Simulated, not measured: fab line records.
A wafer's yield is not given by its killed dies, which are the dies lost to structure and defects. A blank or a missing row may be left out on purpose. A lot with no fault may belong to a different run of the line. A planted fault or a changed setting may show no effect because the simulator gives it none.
One fault through the eyes of 2 desks    flow sfq_line    each desk holds nothing but its own numbers, with what lay behind them at the end

== DESK OF THE TOOL OWNER: pvd_sputter-03 ==
The tool's own readings at SFQ_TRILAYER_JJ_TRILAYER_DEP_SPUTTER_109 (material Nb, target thk 150 nm, time 100 s): means of the sampled wafers that have a number, for each lot that ran on this tool. Marked OUT: a lot whose mean sits more than 4 standard deviations from the usual mean, which makes it out of limits; the brackets give that distance.
Columns: A = throttle_valve_pct at SFQ_TRILAYER_JJ_TRILAYER_DEP_SPUTTER_109, usual 30.0 %
lot   first seen here  A
L466  day 49 19:22     28.9
L471  day 57 08:02     28.8
L473  day 57 18:36     29.1
L476  day 59 11:32     29.0
This desk's verdict: no lot among the 4 shows anything out of limits.

== AT THE METROLOGY DESK ==
Lot by lot, what the gauges showed, no matter which tool ran the lot: averages of those sampled wafers that carry a number. Marked OUT: a lot whose mean sits more than 4 standard deviations from the usual mean, which makes it out of limits; the brackets give that distance.
Columns: A = M5_OVL at SFQ_M5_OVL_MEAS_932, usual 0 nm
lot   first seen here  A
L466  day 55 21:43     3
L468  day 57 01:26     -1
L469  day 57 03:50     4
L471  day 63 02:33     -2
L473  day 63 15:46     0
L474  day 64 00:09     9
L475  day 64 06:09     3
L476  day 65 18:06     -3
L482  day 70 21:18     0
L484  day 71 06:54     -1
L485  day 71 12:55     0
L487  day 71 20:06     1
L488  day 71 21:18     6
This desk's verdict: no lot among the 13 shows anything out of limits.

== BROUGHT TOGETHER ==
The desk of the tool owner found nothing out of limits.
The metrology desk saw nothing out of limits.

== WHAT WAS PUT IN BY THE SIMULATOR ==
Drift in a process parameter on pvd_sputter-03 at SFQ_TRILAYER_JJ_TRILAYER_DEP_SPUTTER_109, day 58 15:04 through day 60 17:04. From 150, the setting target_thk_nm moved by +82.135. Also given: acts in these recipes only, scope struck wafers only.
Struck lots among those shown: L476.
